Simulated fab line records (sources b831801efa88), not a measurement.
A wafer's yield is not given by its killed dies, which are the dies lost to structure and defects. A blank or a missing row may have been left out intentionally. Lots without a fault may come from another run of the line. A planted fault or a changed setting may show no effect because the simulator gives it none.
Which tool is to blame? + flow sky130 + Sampling: 6 lots, 18 wafers, 2 of 708 route steps

## WHAT EACH GAUGE READ, for each wafer
SKY_VT_ADJUST_LVTN_TW_MEAS_10.
| lot  | measured     | on            | VT_ADJUST_LVTN_TW |
|------|--------------|---------------|-------------------|
| L396 | day 8 05:58  | film_metro-04 | 244.0 245.0 244.2 |
| L399 | day 8 21:41  | film_metro-03 | 241.6 241.8 243.1 |
| L403 | day 9 16:11  | film_metro-02 | 245.5 245.0 245.7 |
| L408 | day 11 00:04 | film_metro-04 | 243.1 244.0 244.0 |
| L411 | day 11 18:39 | film_metro-03 | 239.3 240.3 239.9 |
| L417 | day 13 07:13 | film_metro-04 | 242.6 241.3 242.2 |

## WHAT TOOL EACH LOT RAN ON (gives the tool, then ch and the chambers of the sampled wafers, and finally the start)
| lot  | SKY_NWELL_STRIP_25                   |
|------|--------------------------------------|
| L396 | plasma_asher-01 ch 0,1, day 6 13:44  |
| L399 | plasma_asher-01 ch 0,1, day 7 04:07  |
| L403 | plasma_asher-02 ch 0,1, day 7 21:29  |
| L408 | plasma_asher-01 ch 0,1, day 9 03:05  |
| L411 | plasma_asher-04 ch 0,1, day 9 19:59  |
| L417 | plasma_asher-01 ch 0,1, day 11 05:41 |
- SKY_NWELL_STRIP_25: strips in O2/N2.

## THE ANSWER, worked out from the rows above alone
Rule: the usual values come from the lots themselves. Put in order of their means at a reading, lots are off if they are a third of the lots or fewer, leave a main group of 4 or more, and stand apart from it by a gap of 3 or more times the standard deviation of the main group's means; of several such gaps the widest counts. A main group is skipped when, at the precision printed for the reading in the tables above, its means are all equal. Also off: a lot with no number at a reading for which 4 or more lots have one. All remaining lots with rows at the step are treated as sound.
Nothing can be told from this: no lot is off at any reading shown.

## WHAT WAS PUT IN BY THE SIMULATOR
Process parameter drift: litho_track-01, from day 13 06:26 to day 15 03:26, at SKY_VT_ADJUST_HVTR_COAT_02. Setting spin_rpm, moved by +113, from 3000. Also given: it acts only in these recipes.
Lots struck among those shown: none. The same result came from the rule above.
